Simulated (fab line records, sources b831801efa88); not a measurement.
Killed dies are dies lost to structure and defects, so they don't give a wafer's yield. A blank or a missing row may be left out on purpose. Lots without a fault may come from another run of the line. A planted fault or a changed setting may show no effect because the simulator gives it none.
Chamber matching | flow gf180mcu | GF_V4_ETCH_17 on rie_diel-02: 4 sister chambers
The step etches SiO2 in C4F8/O2/Ar, stops on TiN, target depth 630 nm. 4 wafers are shown with their chamber, then 6 later ones without.

WAFERS WITH THEIR CHAMBER
wafer  | chamber | rf_fwd_power_W (W)
L565.2 | 3       | 1491
L568.6 | 1       | 1499
L570.3 | 2       | 1482
L570.5 | 0       | 1497

WAFERS WITHOUT THEIR CHAMBER
wafer  | rf_fwd_power_W (W)
L570.6 | 1495
L574.1 | 1497
L574.2 | 1490
L574.4 | 1490
L577.4 | 1504
L577.6 | 1500

WHICH CHAMBER EACH WENT THROUGH
wafer  | from the rows above          | in truth
L570.6 | can't be placed: 0 or 1 or 3 | 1
L574.1 | can't be placed: 0 or 1      | 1
L574.2 | 3                            | 3
L574.4 | 3                            | 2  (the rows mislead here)
L577.4 | can't be placed: 1 or 0      | 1
L577.6 | can't be placed: 1 or 0      | 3
Placed correctly: 1 of 6. Can't be placed from these rows: 4 (the true chamber is among the candidates in 3). Placed wrongly: 1.
How it was worked out, from the rows above alone: a wafer's distance from a chamber is the root of the sum, over the readings, of the square of ((its reading less the chamber's mean) divided by the reading's scatter). The wafer belongs to the nearest chamber; if the next one is less than 2 further off, it can't be placed. A chamber's mean is the mean of its shown wafers. The scatter: with one shown wafer a chamber, the root of the mean of the squares of how far each hidden wafer lies from its nearest shown one.
